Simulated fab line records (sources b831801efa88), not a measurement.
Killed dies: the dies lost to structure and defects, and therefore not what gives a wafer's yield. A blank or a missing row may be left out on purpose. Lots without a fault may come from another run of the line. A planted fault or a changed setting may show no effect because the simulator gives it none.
Comparing a struck lot with a sound one	flow sky130	15 steps out of a route of 708
Sound: wafers L873.4, L873.5, L873.6. Wafers struck: L884.1, L884.4, L884.6. The cause is named last.
Order at every step that has rows: each side's tool, ch and its chambers, its first start. Under that, the readings that differ: sound wafers	struck wafers	difference of the means	sigmas: that difference in standard deviations of wafers without a fault.
alike: readings with means less than 2 such deviations apart, plus words and numbers identical on both sides. not compared: withheld readings, readings lacking a value on some wafer, bounds such as >300 that could conceal the same value, and numbers that have no deviation in the record and whose values overlap.
A row with sigmas, a row that says differs or no value, or rows on one side alone: a step with any of these is where the two part. Numbers that have no deviation but don't overlap get no sigmas and don't part them. Lack of a reading on every wafer of one side parts them only where that side has two or more wafers.

first, 1 step without rows for these wafers: SKY_POLY_GATE_OXIDATION_20 (stabilise 600 s, purge 300 s, target thk 4 nm).
SKY_POLY_GATE_THK_MEAS_21:
  struck on film metro-02, day 23 17:31; sound on film metro-01, day 20 00:02
  alike: POLY_GATE_OXIDATION_THK
SKY_POLY_GATE_CD_MEAS_22:
  struck on cd sem-01, day 23 17:34; sound on cd sem-02, day 20 00:09
  alike: cd nm
then, 7 steps without rows for these wafers: SKY_LDD_N_DEHYDRATE_00 (time 60 s); SKY_LDD_N_HMDS_01 (prime time 60 s); SKY_LDD_N_COAT_02 (resist thk 300 nm); SKY_LDD_N_SOFTBAKE_03 (time 60 s); SKY_LDD_N_EXPOSE_04 (exposes mask NTM, target cd 840 nm); SKY_LDD_N_PEB_05; SKY_LDD_N_DEVELOP_06 (develop time 60 s).
SKY_LDD_N_OVL_MEAS_07:
  struck on overlay-02, day 24 23:31; sound on overlay-02, day 21 06:32
  alike: LDD_N_OVL
then, 1 step without rows for these wafers: SKY_LDD_N_IMPLANT_08.
SKY_LDD_N_IMPLANT_09:
  sound on implanter-03 ch 0, day 21 06:47; struck on implanter-01 ch 0, day 24 23:42
reading	sound	struck	difference	sigmas
dose ions cm2	7.485e+13 7.503e+13 7.498e+13	7.648e+13 7.654e+13 7.649e+13	+1.550e+12	+21
  alike: beam energy keV, end station pressure torr
then, 1 step without rows for these wafers: SKY_LDD_N_IMPLANT_10.
-- the record jumps here: 25 days lie between the struck wafers' starts before and after (it left off in module LDD_N and takes up again in module PAD_OPEN, whose first step shown is number 708 of the route) --
SKY_PAD_OPEN_PROBE_99:
  struck on prober-01, day 50 04:41; sound on prober-01, day 48 06:21
reading	sound	struck	difference	sigmas
killed at front end	11 11 9	20 23 18	+10	+2
  alike: killed_at_M0_to_M3, killed_at_M4_up, killed at contacts, killed at other, killed dies, killed open, killed short

== WHERE THEY PART ==
Earliest at SKY_LDD_N_IMPLANT_09; latest, in this record, at SKY_PAD_OPEN_PROBE_99.

WHY: whatever the simulator had introduced
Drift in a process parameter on implanter-01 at SKY_LDD_N_IMPLANT_09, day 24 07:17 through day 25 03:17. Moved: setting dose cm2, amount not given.
